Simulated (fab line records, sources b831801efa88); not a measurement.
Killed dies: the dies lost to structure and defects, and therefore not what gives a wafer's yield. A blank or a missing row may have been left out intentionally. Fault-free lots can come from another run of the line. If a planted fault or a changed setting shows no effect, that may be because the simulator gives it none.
Which tool did it? | flow gf180mcu | 34 wafers from 12 lots sampled at 3 of the route's 602 steps

== WHAT THE GAUGES READ, wafer by wafer ==
GF_V4_THK_MEAS_25: measures by xrf. Usual: V4_W_THK typically reads 358 nm, with standard deviation 4.2.
lot  | measured     | on            | V4_W_THK (nm) | flag
L160 | day 25 06:50 | film_metro-03 | 361 355 359   |
L167 | day 27 17:56 | film_metro-02 | 358 361       |
L169 | day 28 10:39 | film_metro-03 | 361 358       |
L170 | day 28 16:46 | film_metro-02 | 350 349 352   |
L172 | day 29 04:46 | film_metro-02 | 357 355 352   |
L174 | day 29 21:15 | film_metro-02 | 355 362 356   |
L177 | day 30 12:34 | film_metro-01 | 360 360 362   |
L178 | day 30 18:03 | film_metro-02 | 351 353 354   |
L179 | day 30 23:44 | film_metro-01 | 359 354 357   |
L180 | day 31 11:50 | film_metro-01 | 365 361 367   |
L181 | day 31 15:43 | film_metro-01 | 362 359 359   |
L182 | day 31 18:35 | film_metro-01 | 365 363 356   |

== WHICH TOOL RAN EACH LOT (tool, then ch and the chambers of the sampled wafers, then the start) ==
lot  | GF_V3_CVD_23                  | GF_V4_ETCH_16
L160 | cvd_w-02 ch 0,1, day 23 07:03 | rie_diel-02 ch 0,1,3, day 25 05:50
L167 | cvd_w-01 ch 1, day 25 21:09   | rie_diel-01 ch 1,2, day 27 16:53
L169 | cvd_w-02 ch 0,1, day 26 14:09 | rie_diel-03 ch 1,2, day 28 09:38
L170 | cvd_w-02 ch 0,1, day 26 21:01 | rie_diel-01 ch 0,2,3, day 28 15:44
L172 | cvd_w-02 ch 0,1, day 27 08:59 | rie_diel-01 ch 0,1,2, day 29 03:44
L174 | cvd_w-02 ch 0,1, day 28 03:43 | rie_diel-02 ch 0,1,2, day 29 20:14
L177 | cvd_w-01 ch 0,1, day 28 20:03 | rie_diel-02 ch 0,1, day 30 11:32
L178 | cvd_w-01 ch 1, day 29 00:19   | rie_diel-03 ch 1,2,3, day 30 17:02
L179 | cvd_w-01 ch 0,1, day 29 06:26 | rie_diel-03 ch 2,3, day 30 22:44
L180 | cvd_w-01 ch 0,1, day 29 18:59 | rie_diel-01 ch 0,2,3, day 31 10:47
L181 | cvd_w-02 ch 0,1, day 29 22:45 | rie_diel-02 ch 0,1,2, day 31 14:41
L182 | cvd_w-01 ch 0, day 30 02:18   | rie_diel-01 ch 0,1,2, day 31 17:35
- GF_V3_CVD_23: deposits W, target thk 350 nm, time 104.9 s.
- GF_V4_ETCH_16: etches BARC in N2/H2.

== AS READ BY THE TOOLS THEMSELVES (means over the sampled wafers that have a number; for cases with no such wafer, the mark the record gives instead) ==
GF_V3_CVD_23. Usual: heater_power_w reads 875 W (standard deviation 53).
lot  | tool     | heater_power_w (W) | flag
L160 | cvd_w-02 | 897                |
L167 | cvd_w-01 | 784                |
L169 | cvd_w-02 | 908                |
L170 | cvd_w-02 | 923                |
L172 | cvd_w-02 | 917                |
L174 | cvd_w-02 | 923                |
L177 | cvd_w-01 | 842                |
L178 | cvd_w-01 | 780                |
L179 | cvd_w-01 | 831                |
L180 | cvd_w-01 | 822                |
L181 | cvd_w-02 | 921                |
L182 | cvd_w-01 | 874                |

GF_V4_ETCH_16. Usual: drypump_motor_current_A 5.68 A, standard deviation 0.29; oes_product_au 0.854 a.u., standard deviation 0.0046; throttle_valve_pct 13.224 %, standard deviation 0.0093.
lot  | tool        | drypump_motor_current_A (A) | oes_product_au (a.u.) | throttle_valve_pct (%) | flag
L160 | rie_diel-02 | 5.58                        | 0.856                 | 13.230                 |
L167 | rie_diel-01 | 5.86                        | 0.853                 | 13.216                 |
L169 | rie_diel-03 | 5.28                        | 0.859                 | 13.224                 |
L170 | rie_diel-01 | 5.81                        | 0.853                 | 13.218                 |
L172 | rie_diel-01 | 5.89                        | 0.852                 | 13.229                 |
L174 | rie_diel-02 | 5.57                        | 0.852                 | 13.221                 |
L177 | rie_diel-02 | 5.37                        | 0.854                 | 13.226                 |
L178 | rie_diel-03 | 5.23                        | 0.856                 | 13.226                 |
L179 | rie_diel-03 | 5.30                        | 0.856                 | 13.223                 |
L180 | rie_diel-01 | 5.81                        | 0.854                 | 13.224                 |
L181 | rie_diel-02 | 5.57                        | 0.851                 | 13.223                 |
L182 | rie_diel-01 | 5.89                        | 0.856                 | 13.225                 |

== THE ANSWER, worked out from the rows above alone ==
Rule: take the mean of a lot's wafers that have a number; if it is more than 3 standard deviations from the usual mean, the lot is off. Also off: a lot with no number at a reading for which 4 or more lots have one. Where the step has rows for the other lots, those lots are counted as sound. The gauges are gone through in route order, then the tools' own readings, and for those a lot's mean is taken as printed above. The first step at which some lot is off is used, and at that step the reading that is off furthest; a lot without a number counts as furthest.
No lot is off on any of the readings shown, so nothing can be concluded from this.

== WHAT THE SIMULATOR PUT IN ==
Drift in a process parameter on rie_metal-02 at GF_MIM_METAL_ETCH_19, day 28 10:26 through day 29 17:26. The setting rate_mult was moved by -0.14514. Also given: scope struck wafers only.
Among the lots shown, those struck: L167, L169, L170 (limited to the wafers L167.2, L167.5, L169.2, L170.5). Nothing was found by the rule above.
